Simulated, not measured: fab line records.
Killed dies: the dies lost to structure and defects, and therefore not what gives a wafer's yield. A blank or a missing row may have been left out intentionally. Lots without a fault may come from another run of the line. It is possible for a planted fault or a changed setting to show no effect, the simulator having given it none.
Which tool did it?	flow sky130	Sampling: 12 lots, 36 wafers, 5 of 708 route steps

== WHAT THE GAUGES SHOWED, per wafer ==
SKY_LDD_HVP_OVL_MEAS_07. Usual: for LDD_HVP_OVL the level is 0.8 nm and the standard deviation is 1.2.
lot	measured	on	LDD_HVP_OVL (nm)	flag
L658	day 20 20:00	overlay-01	0.4 2.2 2.0	
L659	day 21 23:26	overlay-02	2.0 1.2 0.6	
L661	day 23 04:56	overlay-02	-2.0 -1.3 -1.2	
L663	day 23 23:14	overlay-02	1.9 1.3 1.9	
L664	day 24 13:44	overlay-01	2.2 1.8 2.4	
L668	day 25 06:05	overlay-02	-1.0 2.9 0.8	
L671	day 27 07:02	overlay-01	-0.6 -1.8 -0.6	
L669	day 27 08:47	overlay-02	1.0 0.5 -0.5	
L672	day 27 10:17	overlay-01	0.6 0.9 0.6	
L673	day 27 12:36	overlay-02	-0.2 0.3 0.4	
L679	day 28 23:07	overlay-02	0.6 0.4 -0.3	
L680	day 29 05:02	overlay-01	0.0 1.2 -0.5	

SKY_LDD_LDN_TW_MEAS_13. Usual: for LDD_LDN_TW the level is 1479 and the standard deviation is 12.
lot	measured	on	LDD_LDN_TW	flag
L658	day 22 02:37	film metro-03	1474 1477 1468	
L659	day 23 06:35	film metro-02	1496 1491 1492	
L661	day 24 12:19	film metro-03	1483 1479 1487	
L663	day 25 06:30	film metro-02	1489 1503 1495	
L664	day 25 21:12	film metro-02	1496 1493 1500	
L668	day 26 12:03	film metro-04	1469 1467 1461	
L671	day 28 12:41	film metro-02	1592 1602 1594	OFF
L669	day 28 13:58	film metro-02	1488 1488 1492	
L672	day 28 16:47	film metro-03	1593 1587 1589	OFF
L673	day 28 18:19	film metro-03	1589 1582 1590	OFF
L679	day 30 04:17	film metro-04	1467 1470 1464	
L680	day 30 10:28	film metro-04	1468 1471 1469	

== WHICH TOOL RAN EACH LOT (tool, then ch and the chambers of the sampled wafers, then the start) ==
lot	SKY_LDD_HVP_STRIP_09	SKY_LDD_LDN_IMPLANT_09	SKY_LDD_LDN_STRIP_12
L658	plasma asher-02 ch 0,1, day 20 20:11	implanter-01 ch 0, day 22 02:04	plasma asher-04 ch 0,1, day 22 02:31
L659	plasma asher-03 ch 1, day 21 23:37	implanter-04 ch 0, day 23 06:02	plasma asher-04 ch 0,1, day 23 06:29
L661	plasma asher-03 ch 0,1, day 23 05:07	implanter-04 ch 0, day 24 11:46	plasma asher-03 ch 0,1, day 24 12:13
L663	plasma asher-01 ch 0,1, day 23 23:25	implanter-04 ch 0, day 25 05:57	plasma asher-04 ch 0,1, day 25 06:24
L664	plasma asher-03 ch 0,1, day 24 13:55	implanter-02 ch 0, day 25 20:39	plasma asher-03 ch 0,1, day 25 21:06
L668	plasma asher-03 ch 0,1, day 25 06:18	implanter-02 ch 0, day 26 11:32	plasma asher-01 ch 0,1, day 26 11:58
L671	plasma asher-01 ch 0,1, day 27 07:13	implanter-01 ch 0, day 28 11:49	plasma asher-01 ch 0,1, day 28 12:35
L669	plasma asher-01 ch 0,1, day 27 08:58	implanter-01 ch 0, day 28 13:25	plasma asher-03 ch 0,1, day 28 13:52
L672	plasma asher-01 ch 0,1, day 27 10:28	implanter-04 ch 0, day 28 15:44	plasma asher-03 ch 0,1, day 28 16:41
L673	plasma asher-01 ch 0, day 27 12:47	implanter-04 ch 0, day 28 17:27	plasma asher-04 ch 0,1, day 28 18:13
L679	plasma asher-01 ch 0,1, day 28 23:19	implanter-02 ch 0, day 30 03:46	plasma asher-04 ch 0,1, day 30 04:12
L680	plasma asher-01 ch 0,1, day 29 05:13	implanter-04 ch 0, day 30 09:55	plasma asher-01 ch 0,1, day 30 10:22
- SKY_LDD_HVP_STRIP_09: strips in O2/N2.
- SKY_LDD_LDN_IMPLANT_09
- SKY_LDD_LDN_STRIP_12: strips in O2/N2.

== AS READ BY THE TOOLS THEMSELVES (means over the sampled wafers that have a number; for cases with no such wafer, the mark the record gives instead) ==
SKY_LDD_HVP_STRIP_09. Usual: drypump motor current A 5.4 A, standard deviation 0.37; oes product au 0.408 a.u., standard deviation 0.0045; strip time to endpoint s 4.138 s, standard deviation 0.013.
lot	tool	drypump motor current A (A)	oes product au (a.u.)	strip time to endpoint s (s)	flag
L658	plasma asher-02	5.2	0.406	4.146	
L659	plasma asher-03	5.9	0.411	4.148	
L661	plasma asher-03	5.7	0.406	4.146	
L663	plasma asher-01	5.4	0.410	4.139	
L664	plasma asher-03	5.7	0.405	4.134	
L668	plasma asher-03	5.7	0.413	4.131	
L671	plasma asher-01	5.2	0.403	4.126	
L669	plasma asher-01	5.2	0.408	4.149	
L672	plasma asher-01	5.3	0.408	4.141	
L673	plasma asher-01	5.7	0.407	4.131	
L679	plasma asher-01	5.2	0.407	4.123	
L680	plasma asher-01	5.2	0.404	4.134	

SKY_LDD_LDN_IMPLANT_09. Usual: rotation deg 113.00 degrees, standard deviation 0.028.
lot	tool	rotation deg (degrees)	flag
L658	implanter-01	113.00	
L659	implanter-04	112.99	
L661	implanter-04	112.97	
L663	implanter-04	113.04	
L664	implanter-02	112.98	
L668	implanter-02	112.99	
L671	implanter-01	113.02	
L669	implanter-01	113.01	
L672	implanter-04	113.00	
L673	implanter-04	113.02	
L679	implanter-02	112.99	
L680	implanter-04	112.98	

SKY_LDD_LDN_STRIP_12. Usual: drypump motor current A 5.7 A, standard deviation 0.41; oes product au 0.716 a.u., standard deviation 0.0045; strip time to endpoint s 14.18 s, standard deviation 0.045.
lot	tool	drypump motor current A (A)	oes product au (a.u.)	strip time to endpoint s (s)	flag
L658	plasma asher-04	6.2	0.720	14.25	
L659	plasma asher-04	6.1	0.719	14.17	
L661	plasma asher-03	5.7	0.713	14.18	
L663	plasma asher-04	6.1	0.717	14.19	
L664	plasma asher-03	5.7	0.716	14.19	
L668	plasma asher-01	5.5	0.712	14.15	
L671	plasma asher-01	5.5	0.713	14.14	
L669	plasma asher-03	5.5	0.713	14.16	
L672	plasma asher-03	5.7	0.716	14.15	
L673	plasma asher-04	6.1	0.713	14.16	
L679	plasma asher-04	6.1	0.715	14.23	
L680	plasma asher-01	5.4	0.715	14.16	

== THE ANSWER, worked out from the rows above alone ==
Rule: a lot is off if the mean of its wafers that have a number lies more than 3 standard deviations from the usual mean. Also off: a lot with no number at a reading for which 4 or more lots have one. The other lots that the step has rows for count as sound. First the gauges in route order, then the tools' own readings, where a lot's mean is used as printed above. At the first step where some lot is off, the reading lying furthest off is the one used; lots without a number count as furthest.
Off: at SKY_LDD_LDN_TW_MEAS_13 (LDD_LDN_TW), L671, L672, L673.
If a tool, at a process step before that reading, ran all the lots that are off and no sound lot after the first of them, it fits. The gauges at SKY_LDD_LDN_TW_MEAS_13 are tried like those tools. Not one of the candidates tried fits.

== WHAT HAD BEEN PUT IN BY THE SIMULATOR ==
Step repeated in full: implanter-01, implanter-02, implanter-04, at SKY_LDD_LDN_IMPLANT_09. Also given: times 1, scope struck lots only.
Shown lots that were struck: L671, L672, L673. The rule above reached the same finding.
